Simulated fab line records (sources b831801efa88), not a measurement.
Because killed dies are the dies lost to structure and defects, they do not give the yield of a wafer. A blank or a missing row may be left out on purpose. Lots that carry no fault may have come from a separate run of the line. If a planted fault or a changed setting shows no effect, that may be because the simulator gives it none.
Comparing a struck lot with a sound one    flow sky130    18 out of 708 route steps
Sound: the wafers L666.2, L666.4, L666.6. Struck: wafers L678.1, L678.4, L678.5. The cause is given at the end.
At each step with rows: each side's tool, then ch and its chambers, then its first start. Under that, the readings that differ: sound wafers    struck wafers    difference of the means    sigmas: that difference in standard deviations of wafers without a fault.
alike: same words and numbers on both sides, and readings whose means sit less than 2 such deviations apart. not compared: any withheld reading, any reading some wafer has no value for, any bound like >300 that may hide the same value, and any number with overlapping values for which the record gives no deviation.
Wherever a step has rows on one side only, a row that says differs or no value, or a row with sigmas, the two part there. Numbers that have no deviation but don't overlap get no sigmas and don't part them. A reading that every wafer of one side lacks parts them only if that side has two wafers or more.

first, 2 steps without rows for these wafers: SKY_GATE_OXIDE_CLEAN_00 (cleans in SC1/SC2, time 150 s); SKY_GATE_OXIDE_OXIDATION_01 (stabilise 600 s, purge 300 s, target thk 10.268 nm).
SKY_GATE_OXIDE_THK_MEAS_02:
  struck on film_metro-02, day 20 06:14; sound on film_metro-03, day 16 11:57
  alike: GATE_OXIDE_OXIDATION_00_THK
then, 7 steps without rows for these wafers: SKY_GATE_OXIDE_DEHYDRATE_03 (time 60 s); SKY_GATE_OXIDE_HMDS_04 (prime time 60 s); SKY_GATE_OXIDE_COAT_05 (resist thk 1140 nm); SKY_GATE_OXIDE_SOFTBAKE_06 (time 60 s); SKY_GATE_OXIDE_EXPOSE_07 (exposes mask LVOM, target cd 600 nm); SKY_GATE_OXIDE_PEB_08; SKY_GATE_OXIDE_DEVELOP_09 (develop time 60 s).
SKY_GATE_OXIDE_OVL_MEAS_10:
  struck on overlay-01, day 21 12:41; sound on overlay-01, day 17 16:53
  alike: GATE_OXIDE_OVL
after that, 1 step had no rows for these wafers: SKY_GATE_OXIDE_IMPLANT_11.
SKY_GATE_OXIDE_WET_ETCH_12: etches SiO2 in dHF, target depth 16.8 nm, time 336 s.
  sound on wet_bench-03 ch 3, day 17 17:04; struck on wet_bench-04 ch 3, day 21 12:52
  no value came back on the struck wafers for bath_heat_duty_pct (%), run_length_s (s); on the sound wafers bath_heat_duty_pct (%) reads 7.3 6.3 7.1
reading                                     sound              struck             difference  sigmas
model.SiO2_of_FIELD_ISO_CVD_24.thk_nm (nm)  361.8 362.8 364.9  382.4 383.4 382.9  +19.7       
SKY_GATE_OXIDE_STRIP_13: strips in O2/N2.
  sound on plasma_asher-01 ch 0,1, day 17 17:10; struck on plasma_asher-01 ch 0, day 21 12:58
  alike: drypump_motor_current_A, oes_product_au, strip_time_to_endpoint_s
  not compared: rf_hours_counter_h
SKY_GATE_OXIDE_TW_MEAS_14:
  struck on film_metro-04, day 21 13:04; sound on film_metro-02, day 17 17:17
  alike: GATE_OXIDE_TW
SKY_GATE_OXIDE_CLEAN_15: cleans in SC1/SC2, time 150 s.
  sound on wet_bench-01 ch 2, day 17 17:20; struck on wet_bench-01 ch 0, day 21 13:08
reading                                     sound              struck             difference  sigmas
model.SiO2_of_FIELD_ISO_CVD_24.thk_nm (nm)  361.2 362.2 364.3  381.7 382.7 382.2  +19.6       
then, 1 step without rows for these wafers: SKY_GATE_OXIDE_OXIDATION_16 (stabilise 600 s, purge 300 s, target thk 3.57 nm).
-- a jump in the record: the struck wafers' starts before and after are 29 days apart (it breaks off in module GATE_OXIDE and resumes in module PAD_OPEN, where the first step shown is number 708 of the route) --
SKY_PAD_OPEN_PROBE_99:
  struck on prober-02, day 50 15:53; sound on prober-01, day 48 14:47
reading              sound     struck                                                                difference                    sigmas
hold                 - - -     await_dispo/2.8h/scrap await_dispo/2.8h/scrap await_dispo/2.8h/scrap  no value on the sound wafers  
killed_at_front_end  13 14 12  429 419 417                                                           +409                          +99 or more
killed_dies          74 70 74  492 492 492                                                           +419                          +46
killed_on_rim        17 14 10  96 96 96                                                              +82                           +24
  alike: killed_at_M0_to_M3, killed_at_M4_up, killed_at_contacts, killed_at_other, killed_open, killed_short

## WHERE THEY PART
Last at SKY_PAD_OPEN_PROBE_99 as far as this record goes, first at SKY_GATE_OXIDE_WET_ETCH_12.

WHY: what the simulator had put in
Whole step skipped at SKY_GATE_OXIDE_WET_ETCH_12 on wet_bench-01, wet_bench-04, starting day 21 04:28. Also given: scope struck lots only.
